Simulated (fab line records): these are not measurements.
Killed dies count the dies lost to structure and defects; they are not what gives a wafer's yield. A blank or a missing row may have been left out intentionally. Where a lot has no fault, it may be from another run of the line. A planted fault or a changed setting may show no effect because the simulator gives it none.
fab line records	flow sky130
record: lots: 12	wafers: 36	lastDay: 50
route steps=708 shown VT_ADJUST_HVTP@92 POLY_CUT@317 SD_P@330 LI_CONTACT@365 PAD_OPEN@708
lots untouched by any fault: they come from a run of this same line in which no faults occurred
startH: hours from the record's opening day to when the first of the lot's shown wafers began	waitH: hours from the lot's prior step to this one	" repeats the value in the row above	L1.1+2: several wafers, shown together as one row	- value missing, or start not given	* or withheld: withheld	< > ~ a bound
route shown NAME@n: names a module that has steps shown in the file, with the first one's number in the route	usual: mean/standard deviation taken from wafers without a fault	same: alike in all rows	chamber/n: place in a boat	sites: each site's reading	_std_site: their standard deviation	_edge_site: mean of outer sites minus mean of inner sites	radiusMm: for every site, how far away it sits from the centre of the wafer	mask NAME#n: copy n	behind: the most recent tool/chamber to have shaped the wafer	hold: why the lot was held/for how many hours/how that ended	device: names the non-switching transistor (n, p or np)	end of line: tests run on the same wafers once the route is complete	step lacking rows: just its recipe	killed: dies lost to structure and defects at the first sort, not the wafer's yield	map: the dies of a wafer, with x for killed, . for not killed, _ for no die there
set.NAME: the setting that was run; set.NAME@STEP: the one run at that earlier step	model.NAME: the simulator's own value behind a step, which no gauge read
the route's steps for a sample of lots (tables are steps, rows are wafers)
services: when a tool's chamber went out of use (startH, in hours from the record's first day, below 0 if earlier), for how many hours, and the reason
== steps ==
step: SKY_VT_ADJUST_HVTP_CD_MEAS_07
recipe: targetCdNm: 380
usual: cdNm: 379.8/2.1
lot.wafer	tool	chamber	startH	waitH	cdNm
L591.1	cdSem-01	-	132.62	0.1	378.4
L591.3	"	-	"	"	378.2
L591.6	"	-	"	"	378.6
L592.1	cdSem-01	-	140.00	0.1	380.5
L592.2	"	-	"	"	380.8
L592.4	"	-	"	"	380.5
L593.2	cdSem-02	-	146.04	0.1	381.3
L593.3	"	-	"	"	380.5
L593.6	"	-	"	"	381.0
L594.2	cdSem-01	-	150.24	0.1	382.1
L594.3	"	-	"	"	383.6
L594.6	"	-	"	"	383.9
L598.1	cdSem-01	-	188.22	0.1	380.7
L598.2	"	-	"	"	380.7
L598.3	"	-	"	"	381.6
L599.1	cdSem-01	-	196.92	0.1	382.4
L599.3	"	-	"	"	382.5
L599.6	"	-	"	"	380.1
L604.1	cdSem-02	-	217.22	0.1	380.0
L604.3	"	-	"	"	378.7
L604.6	"	-	"	"	379.3
L605.1	cdSem-02	-	223.42	0.1	383.8
L605.2	"	-	"	"	380.3
L605.3	"	-	"	"	380.3
L608.1	cdSem-01	-	242.17	0.1	381.0
L608.2	"	-	"	"	381.9
L608.6	"	-	"	"	383.1
L609.4	cdSem-02	-	250.13	0.1	373.9
L609.5	"	-	"	"	375.6
L609.6	"	-	"	"	376.7
L612.4	cdSem-02	-	266.26	0.1	381.4
L612.5	"	-	"	"	378.5
L612.6	"	-	"	"	380.1
L613.1	cdSem-01	-	275.72	0.1	377.6
L613.4	"	-	"	"	379.1
L613.5	"	-	"	"	378.2
step: SKY_POLY_CUT_ETCH_10
recipe: chemistry: N2/H2	target: BARC	ionEnergyEv: 200	sourceW: 500	biasW: 100	pressureMtorr: 30	n2FlowSccm: 100	h2FlowSccm: 200	stopOn: SiO2	timeS: 45.9	targetDepthA: 600
usual: drypumpMotorCurrentA: 5.7/0.48	oesProductAu: 0.855/0.0048	runLengthS: 74.3/0.46	throttleValvePct: 13.225/0.0092
lot.wafer	tool	chamber	startH	waitH	drypumpMotorCurrentA	oesProductAu	rfHoursCounterH	runLengthS	throttleValvePct
L591.1	rieDiel-03	2	577.53	0.0	6.2	0.858	7	74.7	13.212
L591.3	"	1	"	"	6.7	0.857	12	74.3	13.219
L591.6	"	3	"	"	5.3	0.854	-	73.6	13.223
L592.1	rieDiel-02	2	584.35	0.0	5.1	0.851	1	75.1	13.212
L592.2	"	1	"	"	6.1	0.852	11	74.1	13.224
L592.4	"	3	"	"	5.3	0.851	31	74.0	13.224
L593.2	rieDiel-04	2	603.70	0.0	5.7	0.845	5	74.7	13.220
L593.3	"	0	"	"	5.3	0.859	3	73.7	13.227
L593.6	"	2	"	"	5.6	0.847	-	74.3	13.236
L594.2	rieDiel-03	1	604.35	0.0	6.6	0.853	12	74.8	13.219
L594.3	"	2	"	"	6.2	0.854	7	75.0	13.237
L594.6	"	2	"	"	6.1	0.856	-	74.6	13.236
L598.1	rieDiel-03	0	657.60	0.0	5.7	0.859	34	74.6	13.215
L598.2	"	3	"	"	5.3	0.857	15	73.9	13.233
L598.3	"	2	"	"	6.2	0.850	8	75.1	13.220
L599.1	rieDiel-04	2	664.70	0.0	5.7	0.852	7	74.9	13.229
L599.3	"	1	"	"	6.1	0.862	5	73.9	13.223
L599.6	"	3	"	"	5.5	0.857	-	74.5	13.231
L604.1	rieDiel-03	0	690.00	0.0	5.7	0.828	35	76.9	13.226
L604.3	"	0	"	"	5.7	0.835	-	76.8	13.234
L604.6	"	0	"	"	5.7	0.834	-	76.8	13.233
L605.1	rieDiel-03	1	699.20	0.0	6.6	0.823	14	76.9	13.216
L605.2	"	3	"	"	5.3	0.821	16	76.0	13.228
L605.3	"	0	"	"	5.7	0.830	35	76.9	13.223
L608.1	rieDiel-02	1	718.28	0.0	6.1	0.861	14	74.0	13.232
L608.2	"	2	"	"	5.1	0.862	3	74.5	13.214
L608.6	"	2	"	"	5.1	0.860	-	74.5	13.230
L609.4	rieDiel-02	2	724.90	0.0	5.1	0.860	3	75.0	13.259
L609.5	"	3	"	"	5.3	0.860	-	74.0	13.214
L609.6	"	2	"	"	5.1	0.854	-	75.0	13.225
L612.4	rieDiel-02	2	749.13	0.0	5.1	0.859	4	75.0	13.230
L612.5	"	2	"	"	5.1	0.852	-	74.6	13.235
L612.6	"	1	"	"	6.1	0.860	-	73.9	13.219
L613.1	rieDiel-04	0	753.85	0.0	5.3	0.858	7	73.5	13.225
L613.4	"	1	"	"	6.1	0.860	7	74.1	13.230
L613.5	"	0	"	"	5.3	0.849	-	73.5	13.237
step: SKY_SD_P_STRIP_10
recipe: chemistry: O2/N2	powerW: 1400	pressureMtorr: 1500	platenTempC: withheld	o2FlowSccm: 3000	n2FlowSccm: 300	overashFraction: 0.5
usual: drypumpMotorCurrentA: 5.8/0.31	oesProductAu: 0.617/0.0046	stripTimeToEndpointS: 17.48/0.049
same: overashFraction: 0.5
lot.wafer	tool	chamber	startH	waitH	drypumpMotorCurrentA	oesProductAu	rfHoursCounterH	stripTimeToEndpointS
L591.1	plasmaAsher-03	0	608.47	0.1	6.1	0.613	18	17.44
L591.3	"	0	"	"	6.0	0.616	-	17.43
L591.6	"	0	"	"	6.1	0.622	-	17.36
L592.1	plasmaAsher-03	1	614.48	0.1	5.8	0.621	19	17.48
L592.2	"	0	"	"	6.0	0.624	19	17.43
L592.4	"	1	"	"	5.8	0.619	-	17.44
L593.2	plasmaAsher-03	1	633.45	0.1	5.8	0.617	20	17.51
L593.3	"	0	"	"	6.1	0.617	-	17.50
L593.6	"	1	"	"	5.8	0.616	-	17.52
L594.2	plasmaAsher-01	1	633.75	0.1	5.5	0.618	49	17.45
L594.3	"	0	"	"	6.0	0.613	-	17.46
L594.6	"	0	"	"	5.9	0.612	-	17.50
L598.1	plasmaAsher-01	0	686.60	0.1	6.0	0.611	54	17.43
L598.2	"	1	"	"	5.5	0.618	54	17.44
L598.3	"	0	"	"	6.0	0.621	-	17.43
L599.1	plasmaAsher-02	0	693.52	0.1	5.1	0.609	101	17.52
L599.3	"	1	"	"	6.2	0.610	-	17.53
L599.6	"	0	"	"	5.1	0.606	-	17.54
L604.1	plasmaAsher-03	0	718.08	0.1	6.0	0.618	29	17.45
L604.3	"	1	"	"	5.9	0.614	-	17.44
L604.6	"	1	"	"	5.9	0.619	-	17.45
L605.1	plasmaAsher-01	0	728.50	0.1	5.9	0.615	58	17.51
L605.2	"	1	"	"	5.5	0.617	58	17.49
L605.3	"	0	"	"	5.9	0.620	-	17.50
L608.1	plasmaAsher-01	0	746.20	0.1	6.0	0.612	60	17.54
L608.2	"	1	"	"	5.5	0.620	60	17.55
L608.6	"	0	"	"	6.0	0.614	-	17.51
L609.4	plasmaAsher-01	0	752.71	0.1	6.0	0.614	-	17.48
L609.5	"	1	"	"	5.5	0.610	-	17.49
L609.6	"	0	"	"	5.9	0.621	-	17.53
L612.4	plasmaAsher-01	1	776.71	0.1	5.5	0.625	-	17.48
L612.5	"	1	"	"	5.4	0.612	-	17.47
L612.6	"	0	"	"	6.0	0.610	-	17.48
L613.1	plasmaAsher-03	0	781.20	0.1	6.1	0.613	35	17.54
L613.4	"	0	"	"	6.1	0.617	-	17.52
L613.5	"	1	"	"	5.8	0.615	-	17.54
step: SKY_LI_CONTACT_BOW_MEAS_03
recipe: mode: bow
usual: LI_CONTACT_BOW: 55/6.9
lot.wafer	tool	chamber	startH	waitH	LI_CONTACT_BOW[um]
L591.1	filmMetro-03	-	667.55	0.2	52
L591.3	"	-	"	"	55
L591.6	"	-	"	"	67
L592.1	filmMetro-02	-	673.97	0.2	49
L592.2	"	-	"	"	57
L592.4	"	-	"	"	51
L593.2	filmMetro-03	-	692.37	0.2	53
L593.3	"	-	"	"	55
L593.6	"	-	"	"	37
L594.2	filmMetro-04	-	692.67	0.2	72
L594.3	"	-	"	"	62
L594.6	"	-	"	"	56
L598.1	filmMetro-02	-	745.49	0.1	69
L598.2	"	-	"	"	54
L598.3	"	-	"	"	47
L599.1	filmMetro-03	-	750.74	0.1	59
L599.3	"	-	"	"	51
L599.6	"	-	"	"	58
L604.1	filmMetro-02	-	774.42	0.2	55
L604.3	"	-	"	"	54
L604.6	"	-	"	"	55
L605.1	filmMetro-02	-	785.25	0.1	57
L605.2	"	-	"	"	61
L605.3	"	-	"	"	68
L608.1	filmMetro-03	-	802.55	0.1	63
L608.2	"	-	"	"	67
L608.6	"	-	"	"	57
L609.4	filmMetro-04	-	807.93	0.3	55
L609.5	"	-	"	"	57
L609.6	"	-	"	"	58
L612.4	filmMetro-04	-	836.31	0.3	62
L612.5	"	-	"	"	55
L612.6	"	-	"	"	56
L613.1	filmMetro-03	-	836.55	0.2	37
L613.4	"	-	"	"	54
L613.5	"	-	"	"	45
step: SKY_PAD_OPEN_PROBE_99
usual: killed_at_M0_to_M3: 46/6.7	killed_at_M4_up: 3.3/2	killedAtContacts: 24/5.4	killedAtFrontEnd: 15/4.3	killedAtOther: 0.4/0.64	killedDies: 89/9.1	killedOpen: 48/7.2	killedShort: 40/6.3
same: grossDies: 492	killedAtBackSide: 0
lot.wafer	tool	chamber	startH	waitH	killed_at_M0_to_M3	killed_at_M4_up	killedAtContacts	killedAtFrontEnd	killedAtOther	killedDies	killedOpen	killedShort
L604.1	prober-02	-	1169.97	0.1	43	5	24	18	0	90	53	37
L604.3	prober-02	-	1170.07	0.2	49	3	24	14	1	91	44	47
L604.6	prober-02	-	1170.22	0.2	40	2	16	21	0	79	43	36
L605.1	prober-01	-	1179.15	0.1	44	2	20	15	1	82	40	42
L605.2	prober-01	-	1179.20	0.1	38	5	21	15	0	79	42	37
L605.3	prober-01	-	1179.25	0.2	49	5	17	8	0	79	43	36
killed by level:class
L604.1 CONTACT:geometricParticle:open=12 VIA2:geometricParticle:open=9 VIA1:geometricParticle:open=9 METAL2:geometricParticle:short=6 FIELD_ISO:geometricParticle:short=5 VIA1:geometricParticle:short=5 VIA3:geometricParticle:open=5 LI_CONTACT:geometricParticle:open=4
L604.3 VIA1:geometricParticle:open=11 CONTACT:geometricParticle:open=8 METAL1:geometricParticle:short=8 LI_CONTACT:geometricParticle:open=6 VIA2:geometricParticle:open=6 CONTACT:geometricParticle:short=5 METAL2:geometricParticle:short=5 VIA2:geometricParticle:short=4
L604.6 FIELD_ISO:geometricParticle:open=9 VIA2:geometricParticle:open=9 CONTACT:geometricParticle:open=7 METAL2:geometricParticle:short=7 FIELD_ISO:geometricParticle:short=6 VIA1:geometricParticle:open=5 LI_CONTACT:geometricParticle:open=4 METAL1:geometricParticle:short=3
L605.1 VIA1:geometricParticle:short=9 VIA3:geometricParticle:open=8 CONTACT:geometricParticle:open=7 VIA1:geometricParticle:open=6 VIA2:geometricParticle:open=6 POLY_GATE:geometricParticle:short=5 CONTACT:geometricParticle:short=5 LOCAL_INTERCONNECT:geometricParticle:short=4
L605.2 VIA1:geometricParticle:open=12 VIA1:geometricParticle:short=7 POLY_GATE:geometricParticle:open=6 LI_CONTACT:geometricParticle:open=6 CONTACT:geometricParticle:short=6 CONTACT:geometricParticle:open=6 VIA2:geometricParticle:open=6 FIELD_ISO:geometricParticle:short=4
L605.3 VIA1:geometricParticle:open=14 METAL2:geometricParticle:short=7 CONTACT:geometricParticle:open=6 VIA3:geometricParticle:open=6 LI_CONTACT:geometricParticle:open=5 METAL1:geometricParticle:short=5 CONTACT:geometricParticle:short=4 VIA2:geometricParticle:short=4
== services ==
tool	chamber	startH	hours	kind
rieDiel-03	3	554.60	1.8	repair
rieDiel-03	1	558.07	2.2	repair
rieDiel-03	2	562.84	9.5	repair
rieDiel-04	2	587.72	3.6	repair
rieDiel-04	3	599.64	-	clean
rieDiel-04	3	599.64	30.9	scheduledDown
rieDiel-02	0	628.02	-	clean
rieDiel-02	0	628.02	27.5	scheduledDown
rieDiel-02	0	628.02	27.5	ventCycle
plasmaAsher-01	-	642.55	2.3	repair
plasmaAsher-02	-	649.00	3.1	repair
plasmaAsher-03	-	658.05	1.7	repair
rieDiel-03	1	673.87	18.9	repair
rieDiel-03	2	681.03	22.9	repair
plasmaAsher-01	-	692.92	4.6	repair
rieDiel-04	0	698.06	1.8	repair
rieDiel-03	1	729.34	15.0	repair
plasmaAsher-02	-	733.75	9.0	pm
plasmaAsher-03	-	743.86	1.3	repair
plasmaAsher-02	-	750.87	11.6	repair
rieDiel-03	-	770.23	0.6	repair
rieDiel-02	3	775.90	12.9	repair
rieDiel-03	2	778.72	9.5	repair
plasmaAsher-01	-	781.18	3.2	repair
== key ==
firstSign: step: SKY_POLY_CUT_ETCH_10	reading: oesProductAu	direction: down	sigmas: 5.6	usual: 0.855	struck: 0.828
effect: step: SKY_POLY_CUT_ETCH_10	reading: runLengthS	direction: up	sigmas: 5.3	usual: *	struck: *
metAt SKY_POLY_CUT_ETCH_10
struckLots L604,L605
testerLeftOut L604,L605
notActingAt SKY_VT_ADJUST_HVTP_CD_MEAS_07,SKY_SD_P_STRIP_10,SKY_LI_CONTACT_BOW_MEAS_03
onsetBetween 657.60 690.00
fault: kind: processParameterDrift	tool: rieDiel-03	chamber: -	onsetH: 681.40	steps: SKY_POLY_CUT_ETCH_10	channel: timeS	offset: *	shape: step	endH: 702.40	actsIn: *	stated: *
testerLeftOut: of these lots the tester's yield and bins aren't shown, on N5 and GAA mostly nor the transistor test; their killed dies are dies lost to structure and defects alone, not to doping, threshold or leakage, so they don't give the yield
